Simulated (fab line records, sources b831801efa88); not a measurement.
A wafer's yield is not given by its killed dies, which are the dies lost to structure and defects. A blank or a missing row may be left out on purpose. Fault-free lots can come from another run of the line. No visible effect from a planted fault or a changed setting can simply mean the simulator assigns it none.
Comparing a struck lot with a sound one || flow sky130 || 15 out of 708 route steps
Sound: the wafers L334.3, L334.4, L334.6. Struck: wafer L323.2 (L323.3, L323.5, from the same lot, were not struck and are left out); the cause is given at the end.
Each step with rows lists, per side, the tool, then ch with its chambers, then its first start. Under that, the readings that differ: sound wafers || struck wafers || difference of the means || sigmas: that difference in standard deviations of wafers without a fault.
alike: words and numbers the same on both sides, and readings whose means are apart by under 2 such deviations; not compared: readings that were withheld, readings missing a value for some wafer, numbers with overlapping values and no deviation given by the record, and bounds like >300 which may hide the same value.
A row with sigmas, a row that says differs or no value, or rows on one side alone: a step with any of these is where the two part. When numbers do not overlap yet have no deviation, they are printed without sigmas and do not part them. Lack of a reading on every wafer of one side parts them only where that side has two or more wafers.

SKY_VIA2_CMP_02: polishes SiO2.
  sound on cmp-02 ch 1,2,3, day 41 11:15; struck on cmp-02 ch 3, day 38 13:08
  alike: edge zone pressure frac, motor current A, platen rpm, slurry filter dp kPa
SKY_VIA2_BOW_MEAS_03:
  sound on film metro-03 at day 41 11:35; struck on film metro-01 at day 38 13:24
  alike: VIA2_BOW
then, 8 steps without rows for these wafers: SKY_VIA2_DEHYDRATE_04 (time 60 s); SKY_VIA2_HMDS_05 (prime time 60 s); SKY_VIA2_COAT_06 (resist thk 60 nm); SKY_VIA2_COAT_07 (resist thk 450 nm); SKY_VIA2_SOFTBAKE_08 (time 90 s); SKY_VIA2_EXPOSE_09 (exposes mask VIM2, target cd 200 nm); SKY_VIA2_PEB_10; SKY_VIA2_DEVELOP_11 (develop time 60 s).
SKY_VIA2_CD_MEAS_12: target cd 200 nm.
  sound on cd sem-01 at day 42 12:37; struck on cd sem-01 at day 39 14:51
{"reading": "cd nm (nm)", "sound": "202.9 201.9 201.5", "struck": 196.1, "difference": -6.0, "sigmas": -4}
SKY_VIA2_OVL_MEAS_13:
  sound on overlay-02 at day 42 12:43; struck on overlay-01 at day 39 14:58
  alike: VIA2_OVL
SKY_VIA2_ETCH_14: etches BARC in N2/H2, stops on SiO2, time 45.9 s, target depth 60 nm.
  sound on rie diel-02 ch 1,3, day 42 12:44; struck on rie diel-01 ch 1, day 39 14:59
{"reading": "oes product au (a.u.)", "sound": "0.851 0.854 0.862", "struck": 0.828, "difference": -0.028, "sigmas": -6}
{"reading": "run length s (s)", "sound": "74.36 74.04 74.02", "struck": 77.24, "difference": "+3.10", "sigmas": "+12"}
  alike: bias w, drypump motor current A, throttle valve pct
  not compared: rf hours counter h
SKY_VIA2_ETCH_15: etches SiO2 in C4F8/O2/Ar, stops on TiN, target depth 546 nm, time 84 s.
  sound on rie diel-02 ch 1,3, day 42 12:47; struck on rie diel-01 ch 1, day 39 15:02
{"reading": "oes product au (a.u.)", "sound": "0.943 0.942 0.950", "struck": 0.933, "difference": -0.012, "sigmas": -2}
  alike: bias w, run length s
  not compared: rf hours counter h
-- the record jumps here: 9 days lie between the struck wafers' starts before and after (it left off in module VIA2 and takes up again in module PAD_OPEN, whose first step shown is number 708 of the route) --
SKY_PAD_OPEN_PROBE_99:
  sound on prober-02 at day 50 16:09; struck on prober-02 at day 48 15:10
  alike: defect limited yield, killed_at_M0_to_M3, killed_at_M4_up, killed at contacts, killed at front end, killed at other, killed dies, killed open, killed short, sort_bin_3_pad_short, sort_bin_5_function, sort_bin_6_memory, sort n pass, sort yield pct

== WHERE THEY PART ==
At SKY_VIA2_CD_MEAS_12 first; at SKY_VIA2_ETCH_15 last (within this record only). Later steps at which nothing parts them and some readings are alike: SKY_PAD_OPEN_PROBE_99.

WHY: what had been put in by the simulator
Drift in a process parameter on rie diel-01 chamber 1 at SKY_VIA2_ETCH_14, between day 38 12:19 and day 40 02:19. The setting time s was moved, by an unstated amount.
